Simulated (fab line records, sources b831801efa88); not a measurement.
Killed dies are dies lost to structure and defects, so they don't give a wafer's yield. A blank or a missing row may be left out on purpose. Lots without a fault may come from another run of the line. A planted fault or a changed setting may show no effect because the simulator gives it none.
fab line records | flow gf180mcu
record lots=13 wafers=39 last_day=34
route steps=602 shown HV_LDD@185 PSD@261 SALICIDE@286 CONTACT@288
lots that met no fault: from a run of the same line without faults
start_h: hours from the record's first day to the start of the lot's first wafer shown | wait_h: hours since the lot's step before | " the same as in the row above | L1.1+2: a row that stands for several wafers | - no value, or no start given | * or withheld: withheld | < > ~ a bound
route shown NAME@n: a module of which the file shows steps, and the number in the route of the first | usual: mean/standard deviation of fault-free wafers | same: alike in all rows | chamber/n: place in a boat | sites: the reading at each site | _std_site: their standard deviation | _edge_site: outer sites' mean less inner sites' | radius_mm: how far each site lies from the wafer's centre | mask NAME#n: copy n | behind: the tool/chamber that last shaped the wafer | hold: why the lot was held/for how many hours/how that ended | device: the transistor (n, p or np) that didn't switch | end of line: the same wafers' tests at the end of the route | a step without rows: its recipe alone | killed: dies lost to structure and defects at the first sort, not the wafer's yield | map: a wafer's dies, x killed, . not, _ none there
set.NAME: the setting as run; set.NAME@STEP: as run at that earlier step | model.NAME: the simulator's own value behind a step, which no gauge read
steps of the route over a sample of lots; a table a step, a row a wafer
services: from which hour (start_h, from the record's first day; less than 0 if before it) a tool's chamber was out of use, for how many hours, and why
## steps
# step GF_HV_LDD_IMPLANT_09
# recipe species=As energy_kev=40 dose_cm2=1e+14 tilt_deg=7
# usual dose_ions_cm2=9.998e+13/1.1e+11 faraday_current_uA=565/11 tilt_deg=6.999/0.021
# columns lot.wafer tool chamber start_h wait_h dose_ions_cm2 faraday_current_uA tilt_deg
L161.3 implanter-03 0 213.85 0.1 9.999e+13 587 6.985
L161.4 " 0 " " 9.998e+13 570 6.993
L161.6 " 0 " " 1.0009e+14 565 6.965
L162.4 implanter-02 0 224.97 0.1 9.999e+13 576 7.015
L162.5 " 0 " " 9.998e+13 577 7.006
L162.6 " 0 " " 1.0007e+14 580 7.001
L165.2 implanter-02 0 244.97 0.0 9.975e+13 559 7.016
L165.4 " 0 " " 9.991e+13 561 7.046
L165.5 " 0 " " 9.978e+13 560 7.016
L166.1 implanter-03 0 256.39 0.0 9.981e+13 558 6.986
L166.2 " 0 " " 9.99e+13 578 6.994
L166.3 " 0 " " 9.995e+13 583 6.969
L167.2 implanter-02 0 258.47 0.0 9.995e+13 575 7.012
L167.3 " 0 " " 1.0007e+14 569 6.997
L167.4 " 0 " " 1.0028e+14 559 7.007
L168.1 implanter-03 0 273.53 0.0 9.992e+13 578 6.981
L168.5 " 0 " " 1.0009e+14 594 7.007
L168.6 " 0 " " 9.994e+13 571 6.997
L172.3 implanter-02 0 301.60 0.1 1.0003e+14 532 6.994
L172.4 " 0 " " 1.001e+14 578 6.982
L172.5 " 0 " " 1.0002e+14 566 7.018
L178.1 implanter-02 0 344.19 0.0 8.73e+13 493 7.024
L178.4 " 0 " " 8.722e+13 484 7.018
L178.6 " 0 " " 8.722e+13 484 7.026
L179.2 implanter-02 0 353.80 0.0 8.727e+13 491 7.030
L179.4 " 0 " " 8.698e+13 493 7.011
L179.6 " 0 " " 8.72e+13 488 7.000
L180.1 implanter-02 0 365.08 0.0 8.719e+13 494 6.953
L180.3 " 0 " " 8.72e+13 494 6.961
L180.4 " 0 " " 8.722e+13 505 6.972
L181.1 implanter-03 0 365.38 0.0 1.0006e+14 572 7.000
L181.2 " 0 " " 9.994e+13 552 6.996
L181.5 " 0 " " 9.994e+13 570 7.029
L182.1 implanter-03 0 373.49 0.0 9.985e+13 567 7.014
L182.4 " 0 " " 1e+14 567 6.980
L182.5 " 0 " " 1.0007e+14 558 7.025
L184.2 implanter-03 0 389.12 0.0 1.0002e+14 577 6.974
L184.4 " 0 " " 9.996e+13 549 7.033
L184.5 " 0 " " 1.001e+14 560 7.020
# step GF_HV_LDD_TW_MEAS_11
# usual HV_LDD_TW=2418/33
# columns lot.wafer tool chamber start_h wait_h HV_LDD_TW
L161.3 film_metro-01 - 214.07 0.1 2446
L161.4 " - " " 2452
L161.6 " - " " 2448
L162.4 film_metro-04 - 225.18 0.1 2346
L162.5 " - " " 2360
L162.6 " - " " 2366
L165.2 film_metro-04 - 245.21 0.1 2370
L165.4 " - " " 2377
L165.5 " - " " 2381
L166.1 film_metro-04 - 256.64 0.1 2365
L166.2 " - " " 2385
L166.3 " - " " 2375
L167.2 film_metro-04 - 258.71 0.1 2364
L167.3 " - " " 2378
L167.4 " - " " 2360
L168.1 film_metro-01 - 273.93 0.1 2456
L168.5 " - " " 2456
L168.6 " - " " 2448
L172.3 film_metro-04 - 301.82 0.1 2407
L172.4 " - " " 2411
L172.5 " - " " 2408
L178.1 film_metro-01 - 344.44 0.1 2370
L178.4 " - " " 2363
L178.6 " - " " 2360
L179.2 film_metro-04 - 354.04 0.1 2304
L179.4 " - " " 2292
L179.6 " - " " 2304
L180.1 film_metro-04 - 365.33 0.1 2304
L180.3 " - " " 2300
L180.4 " - " " 2312
L181.1 film_metro-01 - 365.63 0.1 2467
L181.2 " - " " 2468
L181.5 " - " " 2482
L182.1 film_metro-04 - 373.74 0.1 2378
L182.4 " - " " 2401
L182.5 " - " " 2388
L184.2 film_metro-01 - 389.35 0.1 2446
L184.4 " - " " 2439
L184.5 " - " " 2454
# step GF_HV_LDD_RS_MEAS_53
# recipe thk_meas_gauge=four-point-probe
# usual HV_LDD_RS=419.0/0.9
# columns lot.wafer tool chamber start_h wait_h HV_LDD_RS[ohm/sq]
L161.3 film_metro-02 - 271.11 0.1 418.1
L161.4 " - " " 418.2
L161.6 " - " " 417.5
L162.4 film_metro-04 - 284.16 0.1 419.0
L162.5 " - " " 419.1
L162.6 " - " " 419.2
L165.2 film_metro-02 - 307.14 0.1 420.0
L165.4 " - " " 420.1
L165.5 " - " " 420.0
L166.1 film_metro-04 - 318.22 0.1 419.0
L166.2 " - " " 419.2
L166.3 " - " " 418.4
L167.2 film_metro-04 - 321.59 0.1 419.8
L167.3 " - " " 419.0
L167.4 " - " " 420.6
L168.1 film_metro-02 - 336.87 0.1 418.5
L168.5 " - " " 419.5
L168.6 " - " " 419.0
L172.3 film_metro-02 - 365.01 0.1 418.8
L172.4 " - " " 419.0
L172.5 " - " " 418.0
L178.1 film_metro-01 - 412.60 0.1 445.0
L178.4 " - " " 445.0
L178.6 " - " " 445.9
L179.2 film_metro-02 - 423.67 0.1 441.8
L179.4 " - " " 442.3
L179.6 " - " " 442.4
L180.1 film_metro-01 - 436.15 0.1 445.1
L180.3 " - " " 444.7
L180.4 " - " " 444.4
L181.1 film_metro-04 - 436.82 0.1 418.7
L181.2 " - " " 419.9
L181.5 " - " " 418.9
L182.1 film_metro-04 - 445.33 0.1 419.8
L182.4 " - " " 418.6
L182.5 " - " " 418.4
L184.2 film_metro-01 - 462.34 0.1 418.9
L184.4 " - " " 419.0
L184.5 " - " " 418.0
# step GF_PSD_RTA_13
# recipe temp_c=1025 time_s=20 ambient=N2
# usual lamp_power_pct=34.0/0.37 wafer_temp_C_max=1029.1/0.84
# columns lot.wafer tool chamber start_h wait_h lamp_power_pct wafer_temp_C_max
L161.3 rtp_anneal-02 0 316.26 0.0 34.5 1027.6
L161.4 " 0 " " 34.5 1029.1
L161.6 " 0 " " 34.4 1029.1
L162.4 rtp_anneal-01 0 328.63 0.0 33.7 1029.2
L162.5 " 0 " " 33.7 1028.1
L162.6 " 0 " " 33.7 1030.1
L165.2 rtp_anneal-01 0 353.25 0.0 33.7 1030.3
L165.4 " 0 " " 33.7 1029.8
L165.5 " 0 " " 33.7 1032.5
L166.1 rtp_anneal-01 0 363.18 0.0 33.7 1028.0
L166.2 " 0 " " 33.7 1029.6
L166.3 " 0 " " 33.7 1028.9
L167.2 rtp_anneal-01 0 367.72 0.0 33.7 1029.1
L167.3 " 0 " " 33.7 1029.8
L167.4 " 0 " " 33.7 1029.1
L168.1 rtp_anneal-02 0 382.49 0.0 34.4 1029.0
L168.5 " 0 " " 34.5 1028.0
L168.6 " 0 " " 34.5 1029.6
L172.3 rtp_anneal-02 0 414.86 0.0 34.5 1028.8
L172.4 " 0 " " 34.4 1028.8
L172.5 " 0 " " 34.4 1029.3
L178.1 rtp_anneal-02 0 463.20 0.0 34.4 1029.0
L178.4 " 0 " " 34.4 1028.3
L178.6 " 0 " " 34.5 1028.5
L179.2 rtp_anneal-01 0 475.31 0.0 33.7 1028.7
L179.4 " 0 " " 33.7 1030.5
L179.6 " 0 " " 33.7 1030.0
L180.1 rtp_anneal-02 0 487.78 0.0 34.5 1028.2
L180.3 " 0 " " 34.4 1028.8
L180.4 " 0 " " 34.5 1029.4
L181.1 rtp_anneal-02 0 488.17 0.0 34.5 1030.8
L181.2 " 0 " " 34.4 1030.2
L181.5 " 0 " " 34.4 1028.4
L182.1 rtp_anneal-02 0 496.05 0.0 34.5 1030.6
L182.4 " 0 " " 34.4 1027.6
L182.5 " 0 " " 34.5 1028.5
L184.2 rtp_anneal-02 0 514.09 0.0 34.4 1030.3
L184.4 " 0 " " 34.5 1028.6
L184.5 " 0 " " 34.4 1028.8
# step GF_SALICIDE_RTA_08
# recipe temp_c=800 time_s=30 ambient=N2
# usual lamp_power_pct=17.20/0.19 wafer_temp_C_max=803.0/0.6
# columns lot.wafer tool chamber start_h wait_h lamp_power_pct wafer_temp_C_max
L161.3 rtp_anneal-01 0 338.49 0.0 16.99 803.3
L161.4 " 0 " " 16.98 802.5
L161.6 " 0 " " 17.00 803.0
L162.4 rtp_anneal-02 0 351.36 0.1 17.36 802.3
L162.5 " 0 " " 17.36 802.5
L162.6 " 0 " " 17.37 802.4
L165.2 rtp_anneal-02 0 376.95 0.0 17.37 802.7
L165.4 " 0 " " 17.35 803.1
L165.5 " 0 " " 17.37 802.3
L166.1 rtp_anneal-02 0 386.81 0.0 17.36 804.1
L166.2 " 0 " " 17.33 802.9
L166.3 " 0 " " 17.37 804.1
L167.2 rtp_anneal-02 0 392.20 0.0 17.37 803.2
L167.3 " 0 " " 17.38 802.4
L167.4 " 0 " " 17.35 802.4
L168.1 rtp_anneal-02 0 406.90 0.0 17.35 802.3
L168.5 " 0 " " 17.35 803.4
L168.6 " 0 " " 17.33 803.2
L172.3 rtp_anneal-02 0 439.93 0.0 17.36 803.5
L172.4 " 0 " " 17.33 803.4
L172.5 " 0 " " 17.37 802.2
L178.1 rtp_anneal-01 0 488.31 0.0 16.97 803.0
L178.4 " 0 " " 16.98 802.3
L178.6 " 0 " " 17.01 802.4
L179.2 rtp_anneal-02 0 500.24 0.0 17.34 803.5
L179.4 " 0 " " 17.34 802.9
L179.6 " 0 " " 17.36 802.9
L180.1 rtp_anneal-02 0 512.07 0.0 17.35 802.0
L180.3 " 0 " " 17.37 802.6
L180.4 " 0 " " 17.36 803.2
L181.1 rtp_anneal-02 0 512.36 0.0 17.33 803.0
L181.2 " 0 " " 17.37 802.2
L181.5 " 0 " " 17.37 803.1
L182.1 rtp_anneal-02 0 519.67 0.0 17.35 802.9
L182.4 " 0 " " 17.37 802.3
L182.5 " 0 " " 17.36 803.7
L184.2 rtp_anneal-01 0 538.83 0.0 16.97 804.2
L184.4 " 0 " " 16.99 804.1
L184.5 " 0 " " 16.97 803.4
# step GF_CONTACT_THK_MEAS_01
# recipe reads=SiO2_of_CONTACT_CVD_00
# usual CONTACT_CVD_00_THK=299.8/2.8
# columns lot.wafer tool chamber start_h wait_h CONTACT_CVD_00_THK[nm]
L161.3 film_metro-04 - 338.63 0.0 299.5
L161.4 " - " " 294.8
L161.6 " - " " 301.5
L162.4 film_metro-02 - 351.49 0.0 294.3
L162.5 " - " " 298.2
L162.6 " - " " 294.6
L165.2 film_metro-02 - 377.08 0.0 298.9
L165.4 " - " " 301.6
L165.5 " - " " 296.5
L166.1 film_metro-02 - 386.96 0.0 298.9
L166.2 " - " " 301.4
L166.3 " - " " 297.7
L167.2 film_metro-02 - 392.33 0.0 296.4
L167.3 " - " " 300.2
L167.4 " - " " 300.1
L168.1 film_metro-02 - 407.05 0.0 296.3
L168.5 " - " " 294.9
L168.6 " - " " 295.4
L172.3 film_metro-04 - 440.06 0.0 297.9
L172.4 " - " " 303.0
L172.5 " - " " 300.7
L178.1 film_metro-04 - 488.45 0.0 297.5
L178.4 " - " " 296.9
L178.6 " - " " 296.7
L179.2 film_metro-01 - 500.40 0.1 302.0
L179.4 " - " " 307.1
L179.6 " - " " 301.6
L180.1 film_metro-04 - 512.21 0.0 297.6
L180.3 " - " " 300.6
L180.4 " - " " 298.5
L181.1 film_metro-01 - 512.51 0.0 303.7
L181.2 " - " " 301.7
L181.5 " - " " 303.7
L182.1 film_metro-04 - 519.81 0.0 298.8
L182.4 " - " " 298.9
L182.5 " - " " 299.4
L184.2 film_metro-04 - 538.97 0.0 303.0
L184.4 " - " " 303.6
L184.5 " - " " 302.6
## services
# columns tool chamber start_h hours kind
implanter-03 - 191.33 4.2 repair
implanter-02 - 229.38 2.6 repair
implanter-02 - 260.47 14.4 repair
implanter-02 - 285.72 1.0 repair
rtp_anneal-02 - 329.40 3.4 pm
implanter-02 - 336.73 1.3 repair
implanter-02 - 407.24 8.1 repair
implanter-03 - 461.84 2.4 pm
implanter-03 - 468.70 3.6 repair
implanter-03 - 469.92 1.6 repair
## key
first_sign step=GF_HV_LDD_IMPLANT_09 reading=dose_ions_cm2 direction=down sigmas=99+ usual=9.998e+13 struck=8.72e+13
effect step=GF_HV_LDD_IMPLANT_09 reading=faraday_current_uA direction=down sigmas=6.8 usual=565 struck=492
effect step=GF_HV_LDD_TW_MEAS_11 reading=HV_LDD_TW direction=down sigmas=2.9 usual=2418 struck=2323
effect step=GF_HV_LDD_RS_MEAS_53 reading=HV_LDD_RS direction=up sigmas=28 usual=419.0 struck=444.1
met_at GF_HV_LDD_IMPLANT_09
struck_lots L178,L179,L180
tester_left_out L178,L179,L180
not_acting_at GF_PSD_RTA_13,GF_SALICIDE_RTA_08,GF_CONTACT_THK_MEAS_01
onset_between 301.60 344.19
fault kind=process_parameter_drift tool=implanter-02 chamber=- onset_h=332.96 steps=GF_HV_LDD_IMPLANT_09 channel=dose_cm2 offset=-1.2887e+13 shape=step end_h=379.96 acts_in=these_recipes_only stated=1e+14
# tester_left_out: of these lots the tester's yield and bins aren't shown, on N5 and GAA mostly nor the transistor test; their killed dies are dies lost to structure and defects alone, not to doping, threshold or leakage, so they don't give the yield
